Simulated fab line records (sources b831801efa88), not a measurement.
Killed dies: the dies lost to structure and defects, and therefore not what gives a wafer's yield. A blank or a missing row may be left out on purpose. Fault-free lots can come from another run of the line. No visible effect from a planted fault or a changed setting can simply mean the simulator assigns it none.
Matching of chambers | flow sky130 | SKY_VIA3_CMP_24 on cmp-02 has 4 sister chambers
The step polishes, stops on SiO2, t overpolish 20 s, target thk 0 nm. 8 wafers are shown with their chamber, then 7 later ones without.

== EACH WAFER AND ITS CHAMBER ==
wafer  | chamber | motor_current_A (A) | time_to_endpoint_s (s)
L205.6 | 2       | 11.7                | 92
L208.4 | 2       | 11.0                | 92
L209.1 | 0       | 9.7                 | 87
L209.5 | 1       | 11.5                | 96
L213.3 | 0       | 10.2                | 90
L213.6 | 3       | 13.8                | 91
L214.2 | 1       | 11.1                | 99
L214.3 | 3       | 13.5                | 94

== WAFERS WITHOUT THEIR CHAMBER ==
wafer  | motor_current_A (A) | time_to_endpoint_s (s)
L214.6 | 10.4                | 102
L220.2 | 10.5                | 91
L220.3 | 11.3                | 91
L220.6 | 13.7                | 90
L223.2 | 10.2                | 93
L223.3 | 11.2                | 94
L223.5 | 11.1                | 98

== CHAMBER TAKEN BY EACH ==
wafer  | from the rows above          | in truth
L214.6 | 1                            | 1
L220.2 | can't be placed: 0 or 2      | 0
L220.3 | 2                            | 2
L220.6 | 3                            | 3
L223.2 | can't be placed: 0 or 2 or 1 | 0
L223.3 | can't be placed: 2 or 1      | 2
L223.5 | 1                            | 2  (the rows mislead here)
Correct placement for 3 of the 7. Cannot be placed on the basis of these rows: 3; the candidates contain the true chamber in 3. Wrongly placed: 1.
How it was worked out, from the rows above alone: a wafer's distance from a chamber is the root of the sum, over the readings, of the square of ((its reading less the chamber's mean) divided by the reading's scatter). If the next closest chamber is less than 2 further off than the closest, the wafer can't be placed; otherwise it belongs to the closest. For every chamber, the mean is computed from those of its wafers that are shown. The scatter is the square root of a quotient: the sum, over the shown wafers, of each reading's squared deviation from its chamber's mean, divided by wafers minus chambers.
